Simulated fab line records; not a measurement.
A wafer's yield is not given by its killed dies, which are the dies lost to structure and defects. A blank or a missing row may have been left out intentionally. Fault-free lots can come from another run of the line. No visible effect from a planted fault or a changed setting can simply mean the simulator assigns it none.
8D (eight disciplines) problem report, filled in by code	flow sky130	the parts of the form that need people (team, actions taken, sign-off) are left out

## 1. WHAT WENT WRONG
rfFwdPowerW at SKY_VIA4_ETCH_12 reads a mean of 1254 W on 2 wafers of 2 lots; wafers without a fault read 1491 W with a standard deviation of 5. That puts it -48 standard deviations away from the usual mean.
The step: etches SiO2 in C4F8/O2/Ar, stops on TiN, target depth 580 nm.
Earliest sighting: wafer L849.1 on rieDiel-03 at day 46 07:53. The record holds 42 wafers of 14 lots with a number at this step. Rule for "out", or "out of limits": more than 4 standard deviations from the usual mean. Any other wafer with a number is counted as sound.

## 2. WHAT IT IS, WHAT IT ISN'T
question	is	is not
which readings at this step	rfFwdPowerW	oesProductAu
which lots	L849, L854	L838, L839, L840, L841, L844, L845, L846, L857, L858, L859, L860, L861
which wafers of those lots	L849.1, L854.1	L849.2, L849.4, L854.2, L854.6
read on which tools	rieDiel-03	rieDiel-01, rieDiel-02
when	from day 46 07:53	up to then (23 sound wafers); but 17 sound wafers of L854, L857, L858, L859, L860, L861 came after

## 3. SUSPECTS, AND WHAT RULES EACH OUT
Counting: if a tool at a process step up to the reading ran every lot that is out, it stays a suspect. Sound lots after the first of them don't rule it out here, since some wafers of a struck lot are sound.
- rieDiel-03 at SKY_VIA4_ETCH_12 (etches SiO2 in C4F8/O2/Ar, stops on TiN, target depth 580 nm): kept. Every lot that is out went through it, the first being L849 (day 46 07:53); the last sound lot it ran before that was L845 (day 45 10:35). Its own rfFwdPowerW readings are out on those wafers.
- Within rieDiel-03 at SKY_VIA4_ETCH_12: the wafers that are out ran in chamber 0; their sound lot-mates ran in chambers 1, 2, 3.
Remaining after the count: rieDiel-03 at SKY_VIA4_ETCH_12.

## 4. THE CAUSE (what the simulator had put in)
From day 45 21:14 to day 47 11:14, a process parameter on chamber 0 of rieDiel-03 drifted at SKY_VIA4_ETCH_12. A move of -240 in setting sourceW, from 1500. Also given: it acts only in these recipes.
This tool alone remained once counting was done.

## 5. SEQUENCE OF EFFECTS, ordered by route
Each row: a reading where the mean over the struck wafers with a number is more than 3 standard deviations away from the usual. Only readings for which the record gives a usual standard deviation are gone through. hours: the time from each lot's start at the first step in this table that gives one to its start at this step, as a median over the lots. sigmas: the change in usual standard deviations.
hours	step	reading	usual	on struck wafers	change	sigmas
0	SKY_VIA4_ETCH_12	rfFwdPowerW	1491 W	1254	-238	-48
It contains these process steps:
- SKY_VIA4_ETCH_12: etches SiO2 in C4F8/O2/Ar, stops on TiN, target depth 580 nm.

## 6. WHAT WOULD HAVE CAUGHT IT SOONER
The fault began at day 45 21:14; the first out-of-limits reading in this record came at day 46 07:53, 11 hours later.
